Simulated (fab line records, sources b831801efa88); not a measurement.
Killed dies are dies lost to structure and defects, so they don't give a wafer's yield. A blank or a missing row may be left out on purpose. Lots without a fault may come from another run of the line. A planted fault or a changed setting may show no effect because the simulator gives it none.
fab line records | flow sky130 | part 2 of 2: steps 25 to 34 of 34
record lots=5 wafers=15 last_day=49
route steps=708 shown FIELD_ISO@12 NWELL@32 DNWELL@35 PWDE@45
lots that met no fault: from a run of the same line without faults
start_h: hours from the record's first day to the start of the lot's first wafer shown | wait_h: hours since the lot's step before | " the same as in the row above | L1.1+2: a row that stands for several wafers | - no value, or no start given | * or withheld: withheld | < > ~ a bound
route shown NAME@n: a module of which the file shows steps, and the number in the route of the first | usual: mean/standard deviation of fault-free wafers | same: alike in all rows | chamber/n: place in a boat | sites: the reading at each site | _std_site: their standard deviation | _edge_site: outer sites' mean less inner sites' | radius_mm: how far each site lies from the wafer's centre | mask NAME#n: copy n | behind: the tool/chamber that last shaped the wafer | hold: why the lot was held/for how many hours/how that ended | device: the transistor (n, p or np) that didn't switch | end of line: the same wafers' tests at the end of the route | a step without rows: its recipe alone | killed: dies lost to structure and defects at the first sort, not the wafer's yield | map: a wafer's dies, x killed, . not, _ none there
set.NAME: the setting as run; set.NAME@STEP: as run at that earlier step | model.NAME: the simulator's own value behind a step, which no gauge read
lots at some steps of the route; a table a step, a row a wafer
services: from which hour (start_h, from the record's first day; less than 0 if before it) a tool's chamber was out of use, for how many hours, and why
## steps
# step SKY_DNWELL_HMDS_01
# recipe prime_time_s=60 prime_temp_c=120
# usual chill_plate_temp_C=22.98/0.12
# columns lot.wafer tool chamber start_h wait_h chill_plate_temp_C
L083.2 litho_track-04 0 90.65 0.1 22.69
L083.3 " 0 " " 22.80
L083.4 " 0 " " 22.78
L086.1 litho_track-04 0 108.62 0.1 23.09
L086.4 " 0 " " 22.90
L086.6 " 0 " " 23.04
L087.1 litho_track-03 0 112.16 0.1 22.98
L087.2 " 0 " " 22.98
L087.5 " 0 " " 22.85
L091.3 litho_track-01 0 133.57 0.1 23.13
L091.4 " 0 " " 22.93
L091.6 " 0 " " 22.94
L092.3 litho_track-04 0 140.12 0.1 23.05
L092.4 " 0 " " 23.07
L092.5 " 0 " " 22.97
# step SKY_DNWELL_COAT_02
# recipe spin_rpm=2000 resist_thk_nm=3051
# usual chill_plate_temp_C=22.98/0.12
# columns lot.wafer tool chamber start_h wait_h chill_plate_temp_C
L083.2 litho_track-04 0 90.80 0.1 22.90
L083.3 " 0 " " 23.03
L083.4 " 0 " " 23.00
L086.1 litho_track-04 0 108.77 0.1 23.19
L086.4 " 0 " " 23.08
L086.6 " 0 " " 22.97
L087.1 litho_track-03 0 112.31 0.1 22.88
L087.2 " 0 " " 23.15
L087.5 " 0 " " 22.87
L091.3 litho_track-01 0 133.72 0.1 22.84
L091.4 " 0 " " 23.08
L091.6 " 0 " " 22.99
L092.3 litho_track-04 0 140.27 0.1 23.03
L092.4 " 0 " " 23.28
L092.5 " 0 " " 23.08
# step SKY_DNWELL_SOFTBAKE_03
# recipe temp_c=110 time_s=withheld
# usual chill_plate_temp_C=23.01/0.11
# columns lot.wafer tool chamber start_h wait_h chill_plate_temp_C
L083.2 litho_track-04 0 90.96 0.1 23.01
L083.3 " 0 " " 23.08
L083.4 " 0 " " 23.04
L086.1 litho_track-04 0 108.92 0.1 23.00
L086.4 " 0 " " 22.93
L086.6 " 0 " " 22.97
L087.1 litho_track-03 0 112.46 0.1 22.89
L087.2 " 0 " " 22.93
L087.5 " 0 " " 22.96
L091.3 litho_track-01 0 133.88 0.1 22.94
L091.4 " 0 " " 22.94
L091.6 " 0 " " 22.90
L092.3 litho_track-04 0 140.44 0.1 22.96
L092.4 " 0 " " 22.93
L092.5 " 0 " " 22.95
# step SKY_DNWELL_EXPOSE_04
# recipe mask_id=DNM na=0.57 target_cd_nm=3000 dose_mj=222
# columns lot.wafer tool chamber start_h wait_h mask
L083.2+3+4 iline_stepper-01 0 - - DNM#0
L086.1+4+6 iline_stepper-01 0 - - DNM#0
L087.1+2+5 iline_stepper-01 0 - - DNM#0
L091.3+4+6 iline_stepper-02 0 - - DNM#0
L092.3+4+5 iline_stepper-02 0 - - DNM#0
# step SKY_DNWELL_PEB_05
# recipe temp_c=115 time_s=withheld
# usual chill_plate_temp_C=23.00/0.1
# columns lot.wafer tool chamber start_h wait_h chill_plate_temp_C
L083.2 litho_track-03 0 - - 22.90
L083.3 " 0 " " 23.06
L083.4 " 0 " " 22.99
L086.1 litho_track-04 0 - - 22.76
L086.4 " 0 " " 23.07
L086.6 " 0 " " 23.09
L087.1 litho_track-01 0 - - 22.93
L087.2 " 0 " " 22.91
L087.5 " 0 " " 22.99
L091.3 litho_track-04 0 - - 22.77
L091.4 " 0 " " 22.80
L091.6 " 0 " " 22.80
L092.3 litho_track-04 0 - - 22.95
L092.4 " 0 " " 23.06
L092.5 " 0 " " 23.02
# step SKY_DNWELL_DEVELOP_06
# recipe wall_angle_deg=90 developer=TMAH develop_time_s=60 dev_temp_c=23
# usual chill_plate_temp_C=23.00/0.11
# same develop_time_s=60
# columns lot.wafer tool chamber start_h wait_h chill_plate_temp_C
L083.2 litho_track-03 0 - - 22.84
L083.3 " 0 " " 22.80
L083.4 " 0 " " 22.93
L086.1 litho_track-04 0 - - 23.07
L086.4 " 0 " " 22.97
L086.6 " 0 " " 22.93
L087.1 litho_track-01 0 - - 22.84
L087.2 " 0 " " 22.95
L087.5 " 0 " " 22.91
L091.3 litho_track-04 0 - - 22.81
L091.4 " 0 " " 23.00
L091.6 " 0 " " 22.86
L092.3 litho_track-04 0 - - 22.93
L092.4 " 0 " " 23.18
L092.5 " 0 " " 22.94
# step SKY_DNWELL_IMPLANT_07
# recipe species=P energy_kev=withheld dose_cm2=withheld tilt_deg=withheld
# columns lot.wafer tool chamber start_h wait_h
L083.2+3+4 implanter-01 0 99.89 -
L086.1+4+6 implanter-04 0 118.22 -
L087.1+2+5 implanter-01 0 121.42 -
L091.3+4+6 implanter-02 0 143.32 -
L092.3+4+5 implanter-02 0 150.07 -
# step SKY_DNWELL_STRIP_08
# recipe chemistry=O2/N2 power_w=1400 pressure_mtorr=1500 platen_temp_c=withheld o2_flow_sccm=3000 n2_flow_sccm=300 overash_fraction=0.5
# usual chamber_pressure_mTorr=1500.0/1.4 drypump_motor_current_A=5.7/0.49 oes_product_au=0.723/0.0044 strip_time_to_endpoint_s=37.49/0.11
# columns lot.wafer tool chamber start_h wait_h chamber_pressure_mTorr drypump_motor_current_A oes_product_au rf_hours_counter_h strip_time_to_endpoint_s
L083.2 plasma_asher-03 0 100.01 0.1 1498.0 6.2 0.724 41 37.35
L083.3 " 0 " " 1498.8 6.2 0.726 - 37.41
L083.4 " 1 " " 1500.1 6.2 0.725 - 37.43
L086.1 plasma_asher-01 0 118.37 0.1 1500.6 5.8 0.721 0 37.45
L086.4 " 1 " " 1501.2 4.9 0.718 - 37.46
L086.6 " 0 " " 1502.5 5.8 0.727 - 37.44
L087.1 plasma_asher-02 1 121.57 0.1 1501.3 5.1 0.724 42 37.34
L087.2 " 0 " " 1498.1 5.9 0.724 42 37.41
L087.5 " 1 " " 1500.6 5.1 0.731 - 37.39
L091.3 plasma_asher-01 1 143.46 0.1 1498.8 4.9 0.726 - 37.71
L091.4 " 0 " " 1501.1 5.8 0.716 - 37.74
L091.6 " 1 " " 1500.7 4.9 0.722 - 37.68
L092.3 plasma_asher-03 0 150.21 0.1 1501.5 6.2 0.729 - 37.24
L092.4 " 1 " " 1501.3 6.2 0.722 - 37.27
L092.5 " 0 " " 1499.3 6.2 0.719 - 37.26
# step SKY_DNWELL_TW_MEAS_09
# usual DNWELL_TW=1115/6.5
# columns lot.wafer tool chamber start_h wait_h DNWELL_TW
L083.2 film_metro-01 - 100.13 0.1 1108
L083.3 " - " " 1103
L083.4 " - " " 1111
L086.1 film_metro-01 - 118.47 0.1 1111
L086.4 " - " " 1115
L086.6 " - " " 1118
L087.1 film_metro-03 - 121.67 0.1 1117
L087.2 " - " " 1109
L087.5 " - " " 1110
L091.3 film_metro-01 - 143.54 0.1 1117
L091.4 " - " " 1116
L091.6 " - " " 1126
L092.3 film_metro-01 - 150.29 0.1 1108
L092.4 " - " " 1109
L092.5 " - " " 1108
# step SKY_PWDE_DEHYDRATE_00
# recipe temp_c=200 time_s=60
# usual chill_plate_temp_C=23.01/0.098
# columns lot.wafer tool chamber start_h wait_h chill_plate_temp_C
L083.2 litho_track-02 0 108.24 8.1 22.94
L083.3 " 0 " " 22.85
L083.4 " 0 " " 22.89
L086.1 litho_track-03 0 127.56 9.1 23.08
L086.4 " 0 " " 23.02
L086.6 " 0 " " 23.14
L087.1 litho_track-03 0 130.16 8.5 23.15
L087.2 " 0 " " 23.20
L087.5 " 0 " " 23.05
L091.3 litho_track-03 0 152.26 8.7 22.97
L091.4 " 0 " " 22.90
L091.6 " 0 " " 22.89
L092.3 litho_track-02 0 159.71 9.4 22.92
L092.4 " 0 " " 22.87
L092.5 " 0 " " 22.92
## services
# columns tool chamber start_h hours kind
plasma_asher-04 - 56.48 1.8 repair
plasma_asher-03 - 57.14 10.2 repair
rie_diel-01 2 60.52 3.3 repair
cmp-02 - 64.00 4.0 pm
iline_stepper-02 - 66.30 15.3 repair
hdpcvd-01 - 66.75 15.0 pm
iline_stepper-01 - 67.29 2.7 repair
cmp-01 - 68.00 5.0 pm
plasma_asher-01 - 70.85 14.4 pm
plasma_asher-04 - 79.13 2.8 pm
rie_diel-04 1 81.25 4.7 repair
hdpcvd-01 - 88.29 0.8 repair
implanter-02 - 89.53 6.9 pm
cmp-02 - 92.07 12.4 pm
rie_diel-01 3 96.64 2.7 repair
hdpcvd-01 0 98.77 5.0 repair
rie_si-02 1 106.36 8.3 repair
plasma_asher-01 - 108.83 9.0 pm
rie_diel-01 - 117.37 14.6 pm
cmp-01 - 121.08 4.8 repair
implanter-01 - 127.77 7.7 repair
rie_diel-01 2 143.46 6.8 repair
rie_diel-04 1 146.24 49.9 repair
furnace-02 - 146.92 2.1 pm
